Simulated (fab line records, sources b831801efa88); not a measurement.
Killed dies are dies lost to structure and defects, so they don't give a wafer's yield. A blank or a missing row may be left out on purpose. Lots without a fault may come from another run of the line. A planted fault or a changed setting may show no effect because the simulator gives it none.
Problem report in the 8D (eight disciplines) form, filled by code | flow sfq_line | the parts of the form that need people (team, actions taken, sign-off) are left out

1. THE PROBLEM
rf_fwd_power_W at SFQ_TRILAYER_I1_VIA_ETCH_VIA_ETCH_052 reads a mean of 419.0 W on 6 wafers of 2 lots; wafers without a fault read 498.2 W with a standard deviation of 1.6. That is -49 standard deviations from the usual mean.
The step: etches SiO2 in CHF3, stops on Nb, target depth 260 nm.
First seen on wafer L449.1, day 34 23:02, on rie_diel-02. The record holds 42 wafers of 14 lots with a number at this step. Rule for "out", or "out of limits": more than 4 standard deviations from the usual mean. The other wafers with a number count as sound.

2. WHAT IT IS AND WHAT IT IS NOT
question                    | is                     | is not
which readings at this step | rf_fwd_power_W         | drypump_motor_current_A, oes_product_au
which lots                  | L449, L451             | L442, L443, L444, L445, L456, L458, L459, L461, L462, L463, L464, L465
which wafers of those lots  | all that have a number | -
read on which tools         | rie_diel-02            | rie_diel-01, rie_diel-03
when                        | from day 34 23:02      | up to then (12 sound wafers); but 24 sound wafers of L456, L458, L459, L461, L462, L463, L464, L465 came after

3. SUSPECTS, AND WHAT RULES EACH OUT
Counting: a tool at a process step up to the reading stays a suspect if it ran every lot that is out and no sound lot after the first of them.
- rie_diel-02 at SFQ_TRILAYER_I1_VIA_ETCH_VIA_ETCH_052 (etches SiO2 in CHF3, stops on Nb, target depth 260 nm): ruled out as a lasting fault. Sound lots L458, L459, L461, L463, L464 ran on it after its first lot that is out, L449 (day 34 23:02).
Left after counting: nothing in the record.

4. THE CAUSE (what the simulator had put in)
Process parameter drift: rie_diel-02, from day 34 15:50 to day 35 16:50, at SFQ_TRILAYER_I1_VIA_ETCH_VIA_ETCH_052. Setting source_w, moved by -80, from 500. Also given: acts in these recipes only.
Counting ruled it out, wrongly.

5. THE CHAIN OF EFFECTS, in route order
Each row: a reading whose mean over the struck wafers that have a number lies more than 3 standard deviations from the usual. Only readings for which the record gives a usual standard deviation are gone through. hours: the time from each lot's start at the first step in this table that gives one to its start at this step, as a median over the lots. sigmas: the change in usual standard deviations.
hours | step                                  | reading        | usual   | on struck wafers | change | sigmas
0     | SFQ_TRILAYER_I1_VIA_ETCH_VIA_ETCH_052 | rf_fwd_power_W | 498.2 W | 419.0            | -79.2  | -49
The process steps in it:
- SFQ_TRILAYER_I1_VIA_ETCH_VIA_ETCH_052: etches SiO2 in CHF3, stops on Nb, target depth 260 nm.

6. WHAT WOULD HAVE CAUGHT IT SOONER
In this record the first reading out of limits was taken at day 34 23:02, 7 hours after the fault began at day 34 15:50.
